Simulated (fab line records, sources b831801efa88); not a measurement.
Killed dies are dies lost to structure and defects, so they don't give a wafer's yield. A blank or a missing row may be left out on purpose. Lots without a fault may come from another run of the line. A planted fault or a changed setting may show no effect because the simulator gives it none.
Split-lot experiment | flow sfq_line | 5 lots, 16 wafers read, on a route of 325 steps

THE SPLIT
At SFQ_TRILAYER_I0_VIA_LITHO_COAT_036 (resist thk 62 nm), the setting spin_rpm was moved away from the recipe's 3000 rpm on 7 of the 16 wafers read, by -2.5% to +2.3%. The other wafers ran this setting at the recipe's value.

FROM THE SPLIT TO THE READING: what the file shows between them, 3 steps
- SFQ_TRILAYER_I0_VIA_LITHO_COAT_031: resist thk 650 nm
- SFQ_TRILAYER_I0_VIA_LITHO_SOFTBAKE_035
- SFQ_TRILAYER_I0_VIA_LITHO_DEVELOP_033: time 60 s

THE READING
etch.depth_nm (the simulator's own value, which no gauge read), in nm, at SFQ_TRILAYER_I0_VIA_BARC_OPEN_VIA_ETCH_046 (etches BARC in O2, target depth 125 nm, time 43.31 s). The file gives no usual value for it. The 9 wafers here that ran the recipe average 61.96 nm, standard deviation 0.1 nm.

wafer  | tool, chamber at the split | spin_rpm as run, rpm | against the recipe | etch.depth_nm, nm | against lot-mates on the recipe
L075.1 | litho_track-04, 0          | 3069                 | +2.3%              | 61.28             | -0.72
L075.3 | litho_track-04, 0          | 3069                 | +2.3%              | 61.35             | -0.65
L075.4 | litho_track-04, 0          | 3000                 | recipe             | 62                | -
L077.2 | litho_track-04, 0          | 3000                 | recipe             | 61.97             | -
L077.3 | litho_track-04, 0          | 3000                 | recipe             | 61.81             | -
L077.4 | litho_track-04, 0          | 3000                 | recipe             | 62.03             | -
L078.1 | litho_track-01, 0          | 2925                 | -2.5%              | 62.9              | +0.82
L078.3 | litho_track-01, 0          | 2925                 | -2.5%              | 62.89             | +0.81
L078.4 | litho_track-01, 0          | 2925                 | -2.5%              | 62.97             | +0.89
L078.5 | litho_track-01, 0          | 3000                 | recipe             | 61.99             | -
L078.6 | litho_track-01, 0          | 3000                 | recipe             | 62.17             | -
L079.4 | litho_track-04, 0          | 2931                 | -2.3%              | 62.63             | no lot-mate on the recipe
L079.5 | litho_track-04, 0          | 2931                 | -2.3%              | 62.78             | no lot-mate on the recipe
L082.1 | litho_track-04, 0          | 3000                 | recipe             | 61.82             | -
L082.2 | litho_track-04, 0          | 3000                 | recipe             | 61.94             | -
L082.4 | litho_track-04, 0          | 3000                 | recipe             | 61.93             | -

THE FIT
A straight line over all 16 wafers: etch.depth_nm changes by -0.334 nm for each +1% of spin_rpm; r = -0.98; the points scatter about the line by 0.11 nm.
The same after taking each lot's own level away (the mean of its wafers on the recipe; 14 wafers): -0.321 nm for each +1%; r = -0.99; scatter 0.073 nm.
On that fit, the largest move of spin_rpm shifts the reading by 0.8 nm.
The lots' own levels span 61.897 to 62.080 nm, that is 1.8 times the standard deviation above.
So the lot-to-lot level changes the slope little: the two slopes agree.
Check: with one of the wafers moved furthest among these (-2.5%) left out of the fit, the line predicts +0.817 nm for it against its lot-mates. It came out at +0.82 nm against them.

OTHER SPLITS ON THESE WAFERS
These wafers also went through other splits before the reading. Each is held against what the fit with the lots' levels taken away leaves over:
other split on the same wafers                  | wafers away from the commonest value | r with etch.depth_nm (lot level and that fit taken away)
SFQ_TRILAYER_INCOMING_OXIDATION_002 ox_time_s   | 8                                    | +0.17
SFQ_TRILAYER_L0_LITHO_COAT_005 resist_thk_nm    | 3                                    | -0.20
SFQ_TRILAYER_M0_DEP_SPUTTER_019 time_s          | 0                                    | -
SFQ_TRILAYER_M0_BARC_OPEN_METAL_ETCH_031 time_s | 7                                    | -0.17

THE WHOLE CHAIN: every reading that the file lists as answering this split, in the file's order
step                                       | what it does                                         | reading                                                                                        | change (the file's fit)               | r (the file's)
SFQ_TRILAYER_I0_VIA_LITHO_COAT_036         | resist thk 62 nm                                     | BARC_of_TRILAYER_I0_VIA_LITHO_COAT_036.thk_nm (the simulator's own value, which no gauge read) | -0.301 nm for each +1% of the setting | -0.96
SFQ_TRILAYER_I0_VIA_BARC_OPEN_VIA_ETCH_046 | etches BARC in O2, target depth 125 nm, time 43.31 s | etch.depth_nm (the simulator's own value, which no gauge read)                                 | -0.324 nm for each +1% of the setting | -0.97

THE FILE'S OWN FIT
etch.depth_nm changes by -0.324 nm for each +1% of spin_rpm, r = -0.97.
